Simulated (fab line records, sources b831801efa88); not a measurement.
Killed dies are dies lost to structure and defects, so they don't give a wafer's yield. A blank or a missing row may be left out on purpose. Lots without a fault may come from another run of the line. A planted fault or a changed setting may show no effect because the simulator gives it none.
fab line records | flow sky130 | part 2 of 2: steps 32 to 46 of 46
record lots=5 wafers=15 last_day=48
route steps=708 shown RES_PROTECT@212 POLY_GATE@213 LDD_N@237 LDD_P@255
lots that met no fault: from a run of the same line without faults
start_h: hours from the record's first day to the start of the lot's first wafer shown | wait_h: hours since the lot's step before | " the same as in the row above | L1.1+2: a row that stands for several wafers | - no value, or no start given | * or withheld: withheld | < > ~ a bound
route shown NAME@n: a module of which the file shows steps, and the number in the route of the first | usual: mean/standard deviation of fault-free wafers | same: alike in all rows | chamber/n: place in a boat | sites: the reading at each site | _std_site: their standard deviation | _edge_site: outer sites' mean less inner sites' | radius_mm: how far each site lies from the wafer's centre | mask NAME#n: copy n | behind: the tool/chamber that last shaped the wafer | hold: why the lot was held/for how many hours/how that ended | device: the transistor (n, p or np) that didn't switch | end of line: the same wafers' tests at the end of the route | a step without rows: its recipe alone | killed: dies lost to structure and defects at the first sort, not the wafer's yield | map: a wafer's dies, x killed, . not, _ none there
set.NAME: the setting as run; set.NAME@STEP: as run at that earlier step | model.NAME: the simulator's own value behind a step, which no gauge read
lots at some steps of the route; a table a step, a row a wafer
services: from which hour (start_h, from the record's first day; less than 0 if before it) a tool's chamber was out of use, for how many hours, and why
## steps
# step SKY_LDD_N_DEVELOP_06
# recipe develop_time_s=60 dev_temp_c=23
# columns lot.wafer tool chamber start_h wait_h
L075.3+4+5 litho_track-01 0 411.22 0.1
L076.2+4+6 litho_track-01 0 411.50 0.1
L081.1+3+6 litho_track-02 0 456.70 0.1
L086.3+4+5 litho_track-03 0 499.21 0.1
L089.1+4+6 litho_track-02 0 531.35 0.1
# step SKY_LDD_N_OVL_MEAS_07
# usual LDD_N_OVL=-0.2/1.4
# columns lot.wafer tool chamber start_h wait_h LDD_N_OVL[nm]
L075.3 overlay-02 - 411.33 0.1 -0.7
L075.4 " - " " -1.6
L075.5 " - " " -1.7
L076.2 overlay-01 - 411.63 0.1 -0.7
L076.4 " - " " -1.2
L076.6 " - " " 0.3
L081.1 overlay-02 - 456.85 0.1 -1.9
L081.3 " - " " 1.1
L081.6 " - " " -0.7
L086.3 overlay-01 - 499.32 0.1 1.2
L086.4 " - " " 0.6
L086.5 " - " " 3.2
L089.1 overlay-02 - 531.50 0.1 -1.1
L089.4 " - " " -1.9
L089.6 " - " " -0.1
# step SKY_LDD_N_IMPLANT_08
# recipe species=As energy_kev=20 dose_cm2=7.5e+13 tilt_deg=withheld rotation_deg=23
# columns lot.wafer tool chamber start_h wait_h
L075.3+4+5 implanter-03 0 411.41 0.1
L076.2+4+6 implanter-02 0 411.68 0.0
L081.1+3+6 implanter-03 0 456.89 0.0
L086.3+4+5 implanter-02 0 499.40 0.1
L089.1+4+6 implanter-02 0 531.54 0.0
# step SKY_LDD_N_IMPLANT_09
# recipe species=As energy_kev=20 dose_cm2=7.5e+13 tilt_deg=withheld rotation_deg=113
# columns lot.wafer tool chamber start_h wait_h
L075.3+4+5 implanter-03 0 411.56 0.1
L076.2+4+6 implanter-02 0 411.83 0.1
L081.1+3+6 implanter-03 0 457.04 0.1
L086.3+4+5 implanter-02 0 499.55 0.1
L089.1+4+6 implanter-02 0 531.69 0.1
# step SKY_LDD_N_IMPLANT_10
# recipe species=As energy_kev=20 dose_cm2=7.5e+13 tilt_deg=withheld rotation_deg=203
# columns lot.wafer tool chamber start_h wait_h
L075.3+4+5 implanter-03 0 411.71 0.1
L076.2+4+6 implanter-02 0 411.98 0.1
L081.1+3+6 implanter-03 0 457.19 0.1
L086.3+4+5 implanter-02 0 499.70 0.1
L089.1+4+6 implanter-02 0 531.84 0.1
# step SKY_LDD_N_IMPLANT_11
# recipe species=As energy_kev=20 dose_cm2=7.5e+13 tilt_deg=withheld rotation_deg=293
# columns lot.wafer tool chamber start_h wait_h
L075.3+4+5 implanter-03 0 411.86 0.1
L076.2+4+6 implanter-02 0 412.13 0.1
L081.1+3+6 implanter-03 0 457.34 0.1
L086.3+4+5 implanter-02 0 499.85 0.1
L089.1+4+6 implanter-02 0 531.99 0.1
# step SKY_LDD_N_IMPLANT_12
# recipe species=BF2 energy_kev=50 dose_cm2=5e+12 tilt_deg=30 rotation_deg=0
# columns lot.wafer tool chamber start_h wait_h
L075.3+4+5 implanter-03 0 412.01 0.1
L076.2+4+6 implanter-02 0 412.28 0.1
L081.1+3+6 implanter-03 0 457.49 0.1
L086.3+4+5 implanter-02 0 500.00 0.1
L089.1+4+6 implanter-02 0 532.14 0.1
# step SKY_LDD_N_IMPLANT_13
# recipe species=BF2 energy_kev=50 dose_cm2=5e+12 tilt_deg=30 rotation_deg=90
# columns lot.wafer tool chamber start_h wait_h
L075.3+4+5 implanter-03 0 412.16 0.1
L076.2+4+6 implanter-02 0 412.43 0.1
L081.1+3+6 implanter-03 0 457.64 0.1
L086.3+4+5 implanter-02 0 500.15 0.1
L089.1+4+6 implanter-02 0 532.29 0.1
# step SKY_LDD_N_IMPLANT_14
# recipe species=BF2 energy_kev=50 dose_cm2=5e+12 tilt_deg=30 rotation_deg=180
# columns lot.wafer tool chamber start_h wait_h
L075.3+4+5 implanter-03 0 412.31 0.1
L076.2+4+6 implanter-02 0 412.58 0.1
L081.1+3+6 implanter-03 0 457.79 0.1
L086.3+4+5 implanter-02 0 500.30 0.1
L089.1+4+6 implanter-02 0 532.44 0.1
# step SKY_LDD_N_IMPLANT_15
# recipe species=BF2 energy_kev=50 dose_cm2=5e+12 tilt_deg=30 rotation_deg=270
# columns lot.wafer tool chamber start_h wait_h
L075.3+4+5 implanter-03 0 412.46 0.1
L076.2+4+6 implanter-02 0 412.73 0.1
L081.1+3+6 implanter-03 0 457.94 0.1
L086.3+4+5 implanter-02 0 500.45 0.1
L089.1+4+6 implanter-02 0 532.59 0.1
# step SKY_LDD_N_STRIP_16
# recipe chemistry=O2/N2 power_w=1400 pressure_mtorr=1500 platen_temp_c=withheld o2_flow_sccm=3000 n2_flow_sccm=300 overash_fraction=0.5
# usual drypump_motor_current_A=5.4/0.46 oes_product_au=0.406/0.0048 strip_time_to_endpoint_s=4.312/0.017
# columns lot.wafer tool chamber start_h wait_h drypump_motor_current_A oes_product_au rf_hours_counter_h strip_time_to_endpoint_s
L075.3 plasma_asher-03 1 412.59 0.1 5.0 0.406 - 4.310
L075.4 " 0 " " 4.8 0.413 - 4.300
L075.5 " 1 " " 5.0 0.403 - 4.282
L076.2 plasma_asher-02 0 412.86 0.1 6.1 0.400 74 4.310
L076.4 " 0 " " 6.1 0.409 - 4.310
L076.6 " 0 " " 6.1 0.407 - 4.309
L081.1 plasma_asher-03 0 458.09 0.1 4.8 0.407 32 4.321
L081.3 " 1 " " 5.0 0.405 - 4.318
L081.6 " 1 " " 5.0 0.416 - 4.328
L086.3 plasma_asher-03 0 500.58 0.1 4.8 0.393 - 4.302
L086.4 " 1 " " 5.0 0.410 - 4.315
L086.5 " 0 " " 4.9 0.406 - 4.292
L089.1 plasma_asher-03 1 532.74 0.1 5.0 0.403 40 4.324
L089.4 " 1 " " 5.0 0.407 - 4.324
L089.6 " 0 " " 4.8 0.403 - 4.323
# step SKY_LDD_N_TW_MEAS_17
# usual LDD_N_TW=2569/14
# columns lot.wafer tool chamber start_h wait_h LDD_N_TW
L075.3 film_metro-04 - 412.68 0.1 2577
L075.4 " - " " 2577
L075.5 " - " " 2585
L076.2 film_metro-03 - 412.97 0.1 2553
L076.4 " - " " 2542
L076.6 " - " " 2568
L081.1 film_metro-04 - 458.19 0.1 2586
L081.3 " - " " 2574
L081.6 " - " " 2582
L086.3 film_metro-01 - 500.67 0.1 2572
L086.4 " - " " 2571
L086.5 " - " " 2561
L089.1 film_metro-03 - 532.84 0.1 2580
L089.4 " - " " 2574
L089.6 " - " " 2568
# step SKY_LDD_P_DEHYDRATE_00
# recipe temp_c=200 time_s=60
# columns lot.wafer tool chamber start_h wait_h
L075.3+4+5 litho_track-02 0 427.10 14.4
L076.2+4+6 litho_track-03 0 427.14 14.2
L081.1+3+6 litho_track-03 0 472.81 14.6
L086.3+4+5 litho_track-04 0 514.57 13.9
L089.1+4+6 litho_track-02 0 546.70 13.9
# step SKY_LDD_P_HMDS_01
# recipe prime_time_s=60 prime_temp_c=120
# columns lot.wafer tool chamber start_h wait_h
L075.3+4+5 litho_track-02 0 427.25 0.1
L076.2+4+6 litho_track-03 0 427.29 0.1
L081.1+3+6 litho_track-03 0 472.96 0.1
L086.3+4+5 litho_track-04 0 514.72 0.1
L089.1+4+6 litho_track-02 0 546.85 0.1
# step SKY_LDD_P_COAT_02
# recipe resist=NOVOLAK spin_rpm=3000 resist_thk_nm=1161
# columns lot.wafer tool chamber start_h wait_h
L075.3+4+5 litho_track-02 0 427.40 0.1
L076.2+4+6 litho_track-03 0 427.44 0.1
L081.1+3+6 litho_track-03 0 473.11 0.1
L086.3+4+5 litho_track-04 0 514.87 0.1
L089.1+4+6 litho_track-02 0 547.00 0.1
## services
# columns tool chamber start_h hours kind
krf_scanner-02 - 324.19 1.0 pm
rie_diel-01 - 345.49 1.6 repair
krf_scanner-02 - 348.01 0.8 pm
plasma_asher-03 - 367.90 11.1 repair
krf_scanner-02 - 368.18 1.3 pm
rie_diel-01 3 374.34 7.1 repair
implanter-02 - 375.42 3.0 repair
lpcvd-02 - 395.13 0.9 repair
krf_scanner-02 - 400.97 0.8 pm
plasma_asher-03 - 408.41 2.9 repair
plasma_asher-02 - 421.33 9.0 pm
implanter-02 - 429.86 3.3 pm
krf_scanner-02 - 440.33 5.5 repair
krf_scanner-02 - 441.61 4.4 repair
lpcvd-02 - 453.73 1.3 repair
implanter-02 - 455.16 16.7 pm
krf_scanner-02 - 467.62 4.0 pm
plasma_asher-02 - 470.03 14.6 pm
krf_scanner-02 - 471.64 11.6 pm
rie_diel-01 0 474.56 3.8 repair
implanter-03 - 483.84 5.1 repair
rie_diel-02 - 490.96 5.4 repair
krf_scanner-02 - 493.19 1.0 pm
implanter-03 - 512.58 1.5 repair
